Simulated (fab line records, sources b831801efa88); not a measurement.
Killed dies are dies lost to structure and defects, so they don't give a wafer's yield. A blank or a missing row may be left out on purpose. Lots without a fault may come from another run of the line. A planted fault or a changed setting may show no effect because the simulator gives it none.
fab line records | flow sky130
record lots=12 wafers=36 last_day=50
route steps=708 shown VT_ADJUST_HVTR@142 VT_ADJUST_PCH@152 SONOS_ONO@182 GATE_OXIDE@192 PAD_OPEN@708
lots that met no fault: from a run of the same line without faults
start_h: hours from the record's first day to the start of the lot's first wafer shown | wait_h: hours since the lot's step before | " the same as in the row above | L1.1+2: a row that stands for several wafers | - no value, or no start given | * or withheld: withheld | < > ~ a bound
route shown NAME@n: a module of which the file shows steps, and the number in the route of the first | usual: mean/standard deviation of fault-free wafers | same: alike in all rows | chamber/n: place in a boat | sites: the reading at each site | _std_site: their standard deviation | _edge_site: outer sites' mean less inner sites' | radius_mm: how far each site lies from the wafer's centre | mask NAME#n: copy n | behind: the tool/chamber that last shaped the wafer | hold: why the lot was held/for how many hours/how that ended | device: the transistor (n, p or np) that didn't switch | end of line: the same wafers' tests at the end of the route | a step without rows: its recipe alone | killed: dies lost to structure and defects at the first sort, not the wafer's yield | map: a wafer's dies, x killed, . not, _ none there
set.NAME: the setting as run; set.NAME@STEP: as run at that earlier step | model.NAME: the simulator's own value behind a step, which no gauge read
steps of the route over a sample of lots; a table a step, a row a wafer
services: from which hour (start_h, from the record's first day; less than 0 if before it) a tool's chamber was out of use, for how many hours, and why
## steps
# step SKY_VT_ADJUST_HVTR_TW_MEAS_11
# usual VT_ADJUST_HVTR_TW=211.5/1.6
# columns lot.wafer tool chamber start_h wait_h VT_ADJUST_HVTR_TW
L712.4 film_metro-02 - 211.85 0.1 210.5
L712.5 " - " " 209.8
L712.6 " - " " 209.9
L713.1 film_metro-01 - 217.12 0.1 212.7
L713.3 " - " " 213.9
L713.6 " - " " 212.5
L715.2 film_metro-02 - 231.98 0.1 211.2
L715.3 " - " " 209.9
L715.4 " - " " 210.5
L717.1 film_metro-01 - 249.32 0.1 214.5
L717.2 " - " " 213.2
L717.5 " - " " 214.5
L719.1 film_metro-02 - 259.85 0.1 211.1
L719.3 " - " " 210.3
L719.4 " - " " 210.8
L721.2 film_metro-01 - 278.46 0.1 214.1
L721.3 " - " " 213.7
L721.5 " - " " 214.3
L722.2 film_metro-02 - 285.31 0.1 210.9
L722.4 " - " " 210.0
L722.5 " - " " 210.3
L725.1 film_metro-01 - 307.42 0.1 212.1
L725.2 " - " " 213.5
L725.6 " - " " 213.2
L727.4 film_metro-02 - 321.75 0.1 209.7
L727.5 " - " " 209.7
L727.6 " - " " 210.3
L729.3 film_metro-04 - 335.32 0.1 211.7
L729.4 " - " " 211.9
L729.6 " - " " 212.0
L732.1 film_metro-02 - 355.81 0.1 208.3
L732.2 " - " " 208.5
L732.6 " - " " 209.0
L734.1 film_metro-04 - 373.74 0.1 212.8
L734.4 " - " " 213.0
L734.5 " - " " 212.0
# step SKY_VT_ADJUST_PCH_STRIP_09
# recipe chemistry=O2/N2 power_w=1400 pressure_mtorr=1500 platen_temp_c=withheld o2_flow_sccm=3000 n2_flow_sccm=300 overash_fraction=0.5
# usual drypump_motor_current_A=6.11/0.29 oes_product_au=0.722/0.0046 strip_time_to_endpoint_s=36.93/0.1
# columns lot.wafer tool chamber start_h wait_h drypump_motor_current_A oes_product_au rf_hours_counter_h strip_time_to_endpoint_s
L712.4 plasma_asher-03 1 234.42 0.1 6.19 0.727 - 36.69
L712.5 " 0 " " 5.97 0.727 - 36.82
L712.6 " 1 " " 6.17 0.717 - 36.91
L713.1 plasma_asher-03 0 240.23 0.1 5.97 0.724 54 36.87
L713.3 " 1 " " 6.17 0.720 - 36.92
L713.6 " 1 " " 6.15 0.723 - 36.87
L715.2 plasma_asher-01 0 255.48 0.1 5.80 0.726 46 36.87
L715.3 " 0 " " 5.80 0.721 - 36.83
L715.4 " 1 " " 6.35 0.719 - 36.89
L717.1 plasma_asher-02 0 273.73 0.1 5.74 0.721 57 37.02
L717.2 " 1 " " 6.50 0.722 57 36.98
L717.5 " 1 " " 6.51 0.724 - 37.00
L719.1 plasma_asher-02 0 284.43 0.1 5.75 0.717 58 36.76
L719.3 " 1 " " 6.50 0.724 - 36.80
L719.4 " 0 " " 5.75 0.723 - 36.78
L721.2 plasma_asher-02 0 303.38 0.1 5.78 0.720 60 36.82
L721.3 " 1 " " 6.49 0.722 - 36.94
L721.5 " 1 " " 6.50 0.725 - 36.93
L722.2 plasma_asher-02 0 309.33 0.1 5.75 0.717 60 36.97
L722.4 " 0 " " 5.75 0.722 - 36.98
L722.5 " 0 " " 5.77 0.728 - 36.97
L725.1 plasma_asher-02 0 334.05 0.1 5.77 0.713 63 36.90
L725.2 " 1 " " 6.51 0.719 63 37.04
L725.6 " 1 " " 6.51 0.731 - 37.01
L727.4 plasma_asher-01 1 348.18 0.1 6.35 0.718 - 36.95
L727.5 " 0 " " 5.85 0.722 - 36.92
L727.6 " 1 " " 6.37 0.730 - 36.98
L729.3 plasma_asher-03 1 363.73 0.1 6.13 0.719 - 36.99
L729.4 " 0 " " 5.97 0.731 - 36.94
L729.6 " 1 " " 6.16 0.723 - 36.89
L732.1 plasma_asher-02 1 384.08 0.1 6.51 0.718 68 37.01
L732.2 " 0 " " 5.76 0.722 68 36.81
L732.6 " 1 " " 6.51 0.732 - 37.03
L734.1 plasma_asher-01 1 402.60 0.1 6.40 0.720 60 37.02
L734.4 " 1 " " 6.39 0.720 - 36.87
L734.5 " 1 " " 6.38 0.729 - 36.93
# step SKY_SONOS_ONO_OVL_MEAS_14
# usual SONOS_ONO_OVL=-0.3/1.2
# columns lot.wafer tool chamber start_h wait_h SONOS_ONO_OVL[nm]
L712.4 overlay-01 - 286.33 0.1 0.1
L712.5 " - " " 0.7
L712.6 " - " " 0.9
L713.1 overlay-01 - 294.76 0.1 -1.2
L713.3 " - " " -1.4
L713.6 " - " " -1.3
L715.2 overlay-01 - 313.03 0.1 -0.1
L715.3 " - " " 1.6
L715.4 " - " " 1.1
L717.1 overlay-01 - 330.73 0.1 1.6
L717.2 " - " " 1.0
L717.5 " - " " -0.3
L719.1 overlay-02 - 341.47 0.1 -2.2
L719.3 " - " " -1.5
L719.4 " - " " -1.5
L721.2 overlay-02 - 365.27 0.1 -2.0
L721.3 " - " " -2.3
L721.5 " - " " 0.4
L722.2 overlay-01 - 368.47 0.1 -1.5
L722.4 " - " " 1.2
L722.5 " - " " 0.5
L725.1 overlay-01 - 396.23 0.1 -0.3
L725.2 " - " " -2.8
L725.6 " - " " -0.7
L727.4 overlay-01 - 411.06 0.1 -1.6
L727.5 " - " " 0.2
L727.6 " - " " -1.0
L729.3 overlay-01 - 431.23 0.1 2.0
L729.4 " - " " -0.5
L729.6 " - " " 1.0
L732.1 overlay-02 - 447.37 0.1 1.0
L732.2 " - " " -0.8
L732.6 " - " " -0.2
L734.1 overlay-02 - 469.88 0.1 -0.1
L734.4 " - " " -0.2
L734.5 " - " " 1.5
# step SKY_GATE_OXIDE_COAT_05
# recipe resist=NOVOLAK spin_rpm=3000 resist_thk_nm=1140
# columns lot.wafer tool chamber start_h wait_h
L712.4+5+6 litho_track-01 0 301.82 0.1
L713.1+3+6 litho_track-01 0 309.69 0.1
L715.2+3+4 litho_track-01 0 329.17 0.1
L717.1+2+5 litho_track-04 0 348.26 0.1
L719.1+3+4 litho_track-02 0 357.16 0.1
L721.2+3+5 litho_track-02 0 382.58 0.1
L722.2+4+5 litho_track-02 0 385.23 0.1
L725.1+2+6 litho_track-01 0 413.39 0.1
L727.4+5+6 litho_track-01 0 429.32 0.1
L729.3+4+6 litho_track-04 0 448.21 0.1
L732.1+2+6 litho_track-04 0 465.26 0.1
L734.1+4+5 litho_track-02 0 486.61 0.1
# step SKY_GATE_OXIDE_STRIP_13
# recipe chemistry=O2/N2 power_w=1400 pressure_mtorr=1500 platen_temp_c=withheld o2_flow_sccm=3000 n2_flow_sccm=300 overash_fraction=0.5
# usual drypump_motor_current_A=6.17/0.29 oes_product_au=0.716/0.0046 strip_time_to_endpoint_s=14.17/0.049
# columns lot.wafer tool chamber start_h wait_h drypump_motor_current_A oes_product_au rf_hours_counter_h strip_time_to_endpoint_s
L712.4 plasma_asher-02 0 314.62 0.0 5.75 0.722 - 14.17
L712.5 " 1 " " 6.54 0.708 - 14.15
L712.6 " 0 " " 5.75 0.712 - 14.19
L713.1 plasma_asher-02 1 322.58 0.0 6.55 0.712 61 14.18
L713.3 " 1 " " 6.51 0.715 - 14.17
L713.6 " 1 " " 6.53 0.715 - 14.11
L715.2 plasma_asher-01 1 342.50 0.0 6.37 0.715 54 14.19
L715.3 " 1 " " 6.38 0.713 - 14.21
L715.4 " 0 " " 5.84 0.715 - 14.17
L717.1 plasma_asher-01 1 362.55 0.0 6.38 0.713 56 14.20
L717.2 " 0 " " 5.83 0.709 56 14.20
L717.5 " 1 " " 6.35 0.717 - 14.17
L719.1 plasma_asher-02 0 371.64 0.0 5.74 0.721 66 14.16
L719.3 " 1 " " 6.55 0.711 - 14.20
L719.4 " 0 " " 5.72 0.711 - 14.19
L721.2 plasma_asher-01 1 397.60 0.0 6.39 0.726 59 14.16
L721.3 " 1 " " 6.36 0.718 - 14.17
L721.5 " 0 " " 5.82 0.713 - 14.23
L722.2 plasma_asher-04 0 400.05 0.0 6.35 0.712 27 14.24
L722.4 " 0 " " 6.34 0.721 - 14.23
L722.5 " 0 " " 6.35 0.721 - 14.23
L725.1 plasma_asher-04 1 429.05 0.0 6.26 0.709 30 14.22
L725.2 " 0 " " 6.33 0.724 30 14.21
L725.6 " 1 " " 6.25 0.548 - 7.46
L727.4 plasma_asher-04 1 444.53 0.0 6.24 0.535 - 7.43
L727.5 " 1 " " 6.25 0.708 - 14.17
L727.6 " 0 " " 6.33 0.546 - 7.43
L729.3 plasma_asher-04 0 464.33 0.0 6.34 0.716 - 14.06
L729.4 " 1 " " 6.26 0.726 - 14.06
L729.6 " 1 " " 6.22 0.712 - 14.05
L732.1 plasma_asher-01 0 479.95 0.0 5.85 0.710 68 14.13
L732.2 " 1 " " 6.37 0.717 68 14.14
L732.6 " 0 " " 5.85 0.711 - 14.13
L734.1 plasma_asher-04 1 502.78 0.0 6.25 0.717 37 14.20
L734.4 " 0 " " 6.33 0.717 - 14.17
L734.5 " 0 " " 6.32 0.721 - 14.16
# step SKY_PAD_OPEN_PROBE_99
# usual killed_at_M0_to_M3=44/6.8 killed_at_M4_up=3.2/1.7 killed_at_contacts=24/4.9 killed_at_front_end=14/4.1 killed_at_other=0.2/0.51 killed_dies=85/8.7 killed_open=46/6.8 killed_short=39/6.1
# same gross_dies=492 killed_at_back_side=0
# columns lot.wafer tool chamber start_h wait_h killed_at_M0_to_M3 killed_at_M4_up killed_at_contacts killed_at_front_end killed_at_other killed_dies killed_open killed_short
L712.4 prober-01 - 1076.42 0.2 49 4 19 12 1 85 51 34
L712.5 prober-01 - 1076.47 0.2 42 1 26 19 0 88 49 39
L712.6 prober-01 - 1076.52 0.2 50 4 25 14 1 94 59 35
L725.1 prober-02 - 1168.22 0.1 49 5 27 23 0 104 53 51
L725.2 prober-02 - 1168.27 0.1 48 4 30 13 0 95 46 49
L725.6 prober-02 - 1168.47 0.2 48 4 27 18 0 97 51 46
L727.4 prober-02 - 1171.37 0.2 32 5 16 21 0 74 35 39
L727.5 prober-02 - 1171.42 0.2 32 5 22 18 0 77 36 41
L727.6 prober-02 - 1171.47 0.2 37 2 15 18 0 72 37 35
L732.1 prober-01 - 1185.36 0.1 46 3 21 15 0 85 53 32
L732.2 prober-01 - 1185.41 0.1 47 2 26 18 0 93 56 37
L732.6 prober-01 - 1185.61 0.2 50 4 25 11 1 91 48 43
L734.1 prober-01 - 1196.46 0.1 48 0 24 12 0 84 45 39
L734.4 prober-01 - 1196.61 0.2 38 2 18 18 0 76 34 42
L734.5 prober-01 - 1196.66 0.2 41 0 27 18 0 86 41 45
# killed by level:class
L712.4 VIA1:geometric_particle:open=10 CONTACT:geometric_particle:open=9 VIA2:geometric_particle:open=7 METAL1:geometric_particle:short=6 VIA3:geometric_particle:open=6 CONTACT:geometric_particle:short=5 VIA1:geometric_particle:short=4 VIA3:geometric_particle:short=4
L712.5 CONTACT:geometric_particle:open=12 FIELD_ISO:geometric_particle:open=7 VIA3:geometric_particle:open=7 VIA1:geometric_particle:short=6 VIA2:geometric_particle:open=6 FIELD_ISO:geometric_particle:short=5 LI_CONTACT:geometric_particle:open=5 CONTACT:geometric_particle:short=5
L712.6 VIA1:geometric_particle:open=14 CONTACT:geometric_particle:open=10 VIA3:geometric_particle:open=7 VIA2:geometric_particle:open=7 VIA2:geometric_particle:short=6 FIELD_ISO:geometric_particle:open=5 LI_CONTACT:geometric_particle:open=5 CONTACT:geometric_particle:short=5
L725.1 CONTACT:geometric_particle:open=12 VIA1:geometric_particle:open=10 FIELD_ISO:geometric_particle:short=9 VIA3:geometric_particle:open=7 FIELD_ISO:geometric_particle:open=6 METAL2:geometric_particle:short=6 VIA1:geometric_particle:short=6 METAL3:geometric_particle:short=6
L725.2 METAL1:geometric_particle:short=11 LI_CONTACT:geometric_particle:open=9 CONTACT:geometric_particle:open=9 VIA1:geometric_particle:open=9 METAL2:geometric_particle:short=9 CONTACT:geometric_particle:short=6 FIELD_ISO:geometric_particle:open=4 VIA2:geometric_particle:open=4
L725.6 CONTACT:geometric_particle:open=11 METAL2:geometric_particle:short=8 VIA1:geometric_particle:open=7 VIA3:geometric_particle:open=7 FIELD_ISO:geometric_particle:open=6 LI_CONTACT:geometric_particle:open=6 CONTACT:geometric_particle:short=5 METAL1:geometric_particle:short=5
L727.4 VIA1:geometric_particle:open=9 METAL1:geometric_particle:short=7 FIELD_ISO:geometric_particle:short=5 VIA3:geometric_particle:open=5 POLY_GATE:geometric_particle:short=4 LI_CONTACT:geometric_particle:short=4 CONTACT:geometric_particle:open=4 METAL4:geometric_particle:short=4
L727.5 CONTACT:geometric_particle:open=8 VIA1:geometric_particle:short=7 VIA3:geometric_particle:open=7 FIELD_ISO:geometric_particle:short=6 METAL2:geometric_particle:short=6 POLY_GATE:geometric_particle:open=4 LOCAL_INTERCONNECT:geometric_particle:short=4 CONTACT:geometric_particle:short=4
L727.6 VIA1:geometric_particle:open=10 VIA3:geometric_particle:open=7 FIELD_ISO:geometric_particle:short=6 VIA1:geometric_particle:short=6 FIELD_ISO:geometric_particle:open=4 POLY_GATE:geometric_particle:short=4 LI_CONTACT:geometric_particle:open=4 LOCAL_INTERCONNECT:geometric_particle:short=4
L732.1 VIA1:geometric_particle:open=10 VIA2:geometric_particle:open=10 LI_CONTACT:geometric_particle:open=7 CONTACT:geometric_particle:open=7 VIA3:geometric_particle:open=6 POLY_GATE:geometric_particle:open=5 FIELD_ISO:geometric_particle:short=4 METAL2:geometric_particle:short=4
L732.2 VIA1:geometric_particle:open=12 VIA2:geometric_particle:open=9 LI_CONTACT:geometric_particle:open=8 CONTACT:geometric_particle:open=8 METAL1:geometric_particle:short=8 POLY_GATE:geometric_particle:open=7 METAL2:geometric_particle:short=7 VIA3:geometric_particle:open=6
L732.6 VIA1:geometric_particle:open=11 CONTACT:geometric_particle:open=10 METAL1:geometric_particle:short=8 LI_CONTACT:geometric_particle:open=7 VIA3:geometric_particle:open=7 VIA2:geometric_particle:open=5 POLY_GATE:geometric_particle:open=4 VIA3:geometric_particle:short=4
L734.1 VIA1:geometric_particle:open=9 CONTACT:geometric_particle:open=8 VIA3:geometric_particle:short=7 LI_CONTACT:geometric_particle:open=7 METAL1:geometric_particle:short=7 LOCAL_INTERCONNECT:geometric_particle:short=6 VIA2:geometric_particle:short=5 VIA2:geometric_particle:open=5
L734.4 METAL1:geometric_particle:short=8 VIA3:geometric_particle:open=7 CONTACT:geometric_particle:short=6 METAL2:geometric_particle:short=6 FIELD_ISO:geometric_particle:short=5 POLY_GATE:geometric_particle:open=5 CONTACT:geometric_particle:open=5 VIA1:geometric_particle:open=5
L734.5 LI_CONTACT:geometric_particle:open=8 VIA1:geometric_particle:open=8 CONTACT:geometric_particle:open=7 METAL1:geometric_particle:short=7 FIELD_ISO:geometric_particle:short=6 POLY_GATE:geometric_particle:short=6 VIA3:geometric_particle:open=5 POLY_GATE:geometric_particle:open=5
## services
# columns tool chamber start_h hours kind
plasma_asher-03 - 271.20 0.9 repair
plasma_asher-03 - 333.44 2.8 pm
plasma_asher-03 - 421.25 9.0 pm
plasma_asher-03 0 421.25 9.0 vent_cycle
plasma_asher-03 1 421.25 9.0 vent_cycle
plasma_asher-02 - 427.84 1.3 repair
plasma_asher-03 0 430.25 - clean
plasma_asher-03 1 430.25 - clean
plasma_asher-03 - 443.47 3.0 repair
plasma_asher-04 - 477.69 2.8 pm
## key
first_sign step=SKY_GATE_OXIDE_STRIP_13 reading=strip_time_to_endpoint_s direction=down sigmas=99+ usual=* struck=*
effect step=SKY_GATE_OXIDE_STRIP_13 reading=oes_product_au direction=down sigmas=38 usual=0.716 struck=0.543
met_at SKY_GATE_OXIDE_COAT_05
struck_lots L725,L727
struck_wafers L725.6,L727.4,L727.6
tester_left_out L725,L727
not_acting_at SKY_VT_ADJUST_HVTR_TW_MEAS_11,SKY_VT_ADJUST_PCH_STRIP_09,SKY_SONOS_ONO_OVL_MEAS_14
onset_between 329.17 413.39
fault kind=process_parameter_drift tool=litho_track-01 chamber=- onset_h=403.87 steps=SKY_GATE_OXIDE_COAT_05 channel=resist_thk_nm offset=-578.66 shape=step end_h=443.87 scope=struck_wafers_only acts_in=these_recipes_only stated=1140
# tester_left_out: of these lots the tester's yield and bins aren't shown, on N5 and GAA mostly nor the transistor test; their killed dies are dies lost to structure and defects alone, not to doping, threshold or leakage, so they don't give the yield
